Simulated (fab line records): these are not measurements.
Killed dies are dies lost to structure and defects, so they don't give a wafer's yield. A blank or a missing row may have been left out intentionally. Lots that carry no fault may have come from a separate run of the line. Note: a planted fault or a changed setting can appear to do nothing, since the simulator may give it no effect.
The tool behind it: which one? -- flow sky130 -- 24 lots with 72 wafers sampled at 4 steps, on a route of 708 steps

== WHAT EACH GAUGE READ, for each wafer ==
SKY_METAL4_CD_MEAS_13: the cd target is 300 nm.
lot,measured,on,cdNm (nm)
L074,day 42 02:16,cdSem-01,299.9 299.8 299.1
L075,day 42 12:43,cdSem-02,300.0 299.5 299.9
L076,day 42 18:22,cdSem-02,298.3 298.5 299.6
L077,day 43 03:52,cdSem-01,299.7 300.5 299.5
L078,day 43 06:25,cdSem-02,300.1 301.4 302.0
L079,day 43 18:51,cdSem-01,302.1 301.7 301.3
L080,day 43 20:18,cdSem-01,300.0 301.5 300.7
L081,day 43 23:12,cdSem-01,299.4 299.4 299.1
L082,day 44 07:09,cdSem-01,298.6 299.6 299.7
L083,day 44 17:55,cdSem-01,302.4 300.9 301.4
L084,day 44 18:31,cdSem-01,298.6 299.5 300.4
L085,day 45 01:10,cdSem-01,299.5 300.5 298.9
L087,day 45 14:03,cdSem-01,300.0 298.1 299.9
L086,day 45 16:31,cdSem-02,298.8 299.2 299.4
L088,day 45 16:55,cdSem-01,300.9 301.0 300.8
L089,day 46 03:00,cdSem-02,301.6 300.9 300.4
L090,day 46 10:22,cdSem-02,300.4 301.2 301.6
L091,day 46 14:47,cdSem-02,299.0 299.0 299.2
L092,day 46 16:59,cdSem-02,299.4 300.3 300.5
L093,day 47 04:23,cdSem-02,302.2 302.7 300.1
L094,day 47 08:37,cdSem-01,298.7 300.0 299.6
L095,day 47 10:44,cdSem-01,299.0 299.8 298.0
L096,day 47 18:08,cdSem-01,297.7 297.8 298.7
L097,day 47 22:53,cdSem-02,300.3 302.2 301.0

== WHICH TOOL RAN EACH LOT (tool, then ch and the chambers of the sampled wafers, then the start) ==
lot,SKY_METAL2_STRIP_20,SKY_VIA3_STRIP_16,SKY_CAP2M_METAL_ETCH_13
L074,"plasmaAsher-02 ch 0, day 35 11:17","plasmaAsher-02 ch 0,1, day 39 23:07","rieMetal-02 ch 0,1, day 41 01:31"
L075,"plasmaAsher-02 ch 0, day 35 23:09","plasmaAsher-02 ch 0, day 40 10:08","rieMetal-02 ch 0,1, day 41 12:21"
L076,"plasmaAsher-04 ch 1, day 36 07:53","plasmaAsher-02 ch 0,1, day 40 17:05","rieMetal-02 ch 0,1, day 41 18:00"
L077,"plasmaAsher-02 ch 0,1, day 36 16:20","plasmaAsher-04 ch 0,1, day 41 02:25","rieMetal-02 ch 0,1, day 42 03:32"
L078,"plasmaAsher-04 ch 0, day 36 20:25","plasmaAsher-02 ch 0,1, day 41 05:34","rieMetal-02 ch 0,1, day 42 07:26"
L079,"plasmaAsher-04 ch 0,1, day 37 09:45","plasmaAsher-01 ch 0, day 41 17:48","rieMetal-01 ch 0,1, day 42 18:51"
L080,"plasmaAsher-01 ch 0,1, day 37 12:11","plasmaAsher-02 ch 0,1, day 41 19:39","rieMetal-02 ch 0,1, day 42 20:47"
L081,"plasmaAsher-04 ch 0,1, day 37 15:05","plasmaAsher-02 ch 0,1, day 41 22:33","rieMetal-01 ch 0,1, day 43 00:01"
L082,"plasmaAsher-02 ch 0,1, day 37 22:58","plasmaAsher-01 ch 0,1, day 42 07:11","rieMetal-04 ch 1, day 43 07:31"
L083,"plasmaAsher-02 ch 0,1, day 38 09:34","plasmaAsher-04 ch 0,1, day 42 17:20","rieMetal-04 ch 1, day 43 18:42"
L084,"plasmaAsher-04 ch 0,1, day 38 11:28","plasmaAsher-01 ch 0,1, day 42 17:41","rieMetal-02 ch 0, day 43 18:58"
L085,"plasmaAsher-01 ch 0,1, day 38 20:27","plasmaAsher-04 ch 0,1, day 43 02:00","rieMetal-04 ch 0,1, day 44 02:25"
L087,"plasmaAsher-02 ch 0,1, day 39 09:24","plasmaAsher-02 ch 0,1, day 43 15:35","rieMetal-02 ch 0,1, day 44 15:34"
L086,"plasmaAsher-01 ch 0,1, day 39 11:43","plasmaAsher-01 ch 0,1, day 43 17:22","rieMetal-04 ch 0,1, day 44 17:46"
L088,"plasmaAsher-02 ch 0,1, day 39 12:05","plasmaAsher-04 ch 0,1, day 43 17:43","rieMetal-01 ch 0,1, day 44 18:16"
L089,"plasmaAsher-02 ch 0,1, day 40 02:54","plasmaAsher-04 ch 0,1, day 44 05:49","rieMetal-01 ch 0,1, day 45 05:19"
L090,"plasmaAsher-01 ch 0, day 40 09:20","plasmaAsher-01 ch 1, day 44 13:15","rieMetal-01 ch 0,1, day 45 12:52"
L091,"plasmaAsher-02 ch 0,1, day 40 12:21","plasmaAsher-04 ch 0,1, day 44 17:08","rieMetal-01 ch 0,1, day 45 16:43"
L092,"plasmaAsher-02 ch 0,1, day 40 18:20","plasmaAsher-01 ch 0,1, day 44 20:21","rieMetal-02 ch 0,1, day 45 19:31"
L093,"plasmaAsher-04 ch 0,1, day 41 08:04","plasmaAsher-02 ch 0,1, day 45 08:48","rieMetal-01 ch 0,1, day 46 07:36"
L094,"plasmaAsher-04 ch 0,1, day 41 10:58","plasmaAsher-01 ch 0,1, day 45 13:04","rieMetal-02 ch 0,1, day 46 12:16"
L095,"plasmaAsher-01 ch 0, day 41 13:19","plasmaAsher-04 ch 0, day 45 15:12","rieMetal-02 ch 0,1, day 46 13:23"
L096,"plasmaAsher-01 ch 0,1, day 41 21:39","plasmaAsher-01 ch 0,1, day 45 22:10","rieMetal-01 ch 1, day 46 20:53"
L097,"plasmaAsher-04 ch 0,1, day 42 06:56","plasmaAsher-01 ch 0,1, day 46 05:03","rieMetal-01 ch 0,1, day 47 02:40"
- SKY_METAL2_STRIP_20: strips in O2/N2.
- SKY_VIA3_STRIP_16: strips in O2/N2.
- SKY_CAP2M_METAL_ETCH_13: etches TiN in Cl2/BCl3, stops on SiO2, target depth 220 nm, time 62.9 s.

== AS READ BY THE TOOLS THEMSELVES (means over the sampled wafers that have a number; for cases with no such wafer, the mark the record gives instead) ==
SKY_METAL2_STRIP_20.
lot,tool,drypumpMotorCurrentA (A),oesProductAu (a.u.),stripTimeToEndpointS (s)
L074,plasmaAsher-02,6.0,0.344,2.70
L075,plasmaAsher-02,6.0,0.341,2.73
L076,plasmaAsher-04,5.8,0.348,2.78
L077,plasmaAsher-02,5.6,0.351,2.81
L078,plasmaAsher-04,6.4,0.346,2.77
L079,plasmaAsher-04,6.2,0.346,2.72
L080,plasmaAsher-01,6.6,0.344,2.73
L081,plasmaAsher-04,6.0,0.347,2.81
L082,plasmaAsher-02,5.6,0.347,2.78
L083,plasmaAsher-02,5.6,0.345,2.77
L084,plasmaAsher-04,6.2,0.345,2.72
L085,plasmaAsher-01,6.4,0.344,2.73
L087,plasmaAsher-02,5.6,0.346,2.73
L086,plasmaAsher-01,6.6,0.344,2.70
L088,plasmaAsher-02,5.8,0.349,2.81
L089,plasmaAsher-02,5.8,0.350,2.74
L090,plasmaAsher-01,6.7,0.339,2.71
L091,plasmaAsher-02,5.6,0.348,2.81
L092,plasmaAsher-02,5.8,0.343,2.72
L093,plasmaAsher-04,6.2,0.346,2.71
L094,plasmaAsher-04,6.1,0.349,2.76
L095,plasmaAsher-01,6.7,0.345,2.83
L096,plasmaAsher-01,6.6,0.342,2.67
L097,plasmaAsher-04,6.0,0.346,2.80

SKY_VIA3_STRIP_16.
lot,tool,drypumpMotorCurrentA (A),oesProductAu (a.u.),stripTimeToEndpointS (s)
L074,plasmaAsher-02,5.6,0.401,4.152
L075,plasmaAsher-02,6.0,0.400,4.125
L076,plasmaAsher-02,5.6,0.406,4.131
L077,plasmaAsher-04,6.0,0.401,4.180
L078,plasmaAsher-02,5.6,0.401,4.130
L079,plasmaAsher-01,6.7,0.399,4.156
L080,plasmaAsher-02,5.8,0.400,4.140
L081,plasmaAsher-02,5.8,0.399,4.155
L082,plasmaAsher-01,6.6,0.402,4.156
L083,plasmaAsher-04,6.0,0.404,4.110
L084,plasmaAsher-01,6.5,0.403,4.154
L085,plasmaAsher-04,6.2,0.404,4.140
L087,plasmaAsher-02,5.6,0.397,4.157
L086,plasmaAsher-01,6.6,0.395,4.124
L088,plasmaAsher-04,6.0,0.404,4.132
L089,plasmaAsher-04,6.2,0.400,4.152
L090,plasmaAsher-01,6.4,0.403,4.114
L091,plasmaAsher-04,6.2,0.410,4.142
L092,plasmaAsher-01,6.6,0.404,4.145
L093,plasmaAsher-02,5.8,0.403,4.142
L094,plasmaAsher-01,6.6,0.403,4.124
L095,plasmaAsher-04,6.4,0.399,4.155
L096,plasmaAsher-01,6.6,0.397,4.123
L097,plasmaAsher-01,6.6,0.404,4.148

SKY_CAP2M_METAL_ETCH_13.
lot,tool,drypumpMotorCurrentA (A),oesProductAu (a.u.),throttleValvePct (%)
L074,rieMetal-02,5.8,0.941,21.907
L075,rieMetal-02,5.8,0.952,21.889
L076,rieMetal-02,5.8,0.941,21.907
L077,rieMetal-02,5.8,0.933,21.906
L078,rieMetal-02,5.6,0.947,21.896
L079,rieMetal-01,5.1,0.943,21.897
L080,rieMetal-02,5.6,0.947,21.898
L081,rieMetal-01,5.5,0.938,21.902
L082,rieMetal-04,5.4,0.949,21.902
L083,rieMetal-04,5.4,0.946,21.898
L084,rieMetal-02,5.5,0.944,21.898
L085,rieMetal-04,5.5,0.936,21.902
L087,rieMetal-02,5.6,0.941,21.904
L086,rieMetal-04,5.6,0.948,21.890
L088,rieMetal-01,5.1,0.942,21.900
L089,rieMetal-01,5.1,0.951,21.886
L090,rieMetal-01,5.5,0.939,21.910
L091,rieMetal-01,5.2,0.935,21.905
L092,rieMetal-02,5.6,0.944,21.893
L093,rieMetal-01,5.5,0.942,21.899
L094,rieMetal-02,5.7,0.944,21.908
L095,rieMetal-02,5.8,0.950,21.890
L096,rieMetal-01,5.9,0.939,21.895
L097,rieMetal-01,5.1,0.939,21.909

== THE ANSWER, worked out from the rows above alone ==
Rule: what is usual is taken from the lots themselves. Put in order of their means at a reading, lots are off if they are a third of the lots or fewer, leave a main group of 4 or more, and stand apart from it by a gap of 3 or more times the standard deviation of the main group's means; of several such gaps the widest counts. If all means in a main group match to the digits the tables above print for the reading, that group is not used. Also off: a lot with no number at a reading for which 4 or more lots have one. All remaining lots with rows at the step are treated as sound. Order of review: gauges by route order, followed by the tools' own readings, for which a lot's mean as printed above is used. At the first step where some lot is off, the reading lying furthest off is the one used; lots without a number count as furthest.
None of the lots is off at any reading shown; this tells nothing.

== WHAT THE SIMULATOR PUT IN ==
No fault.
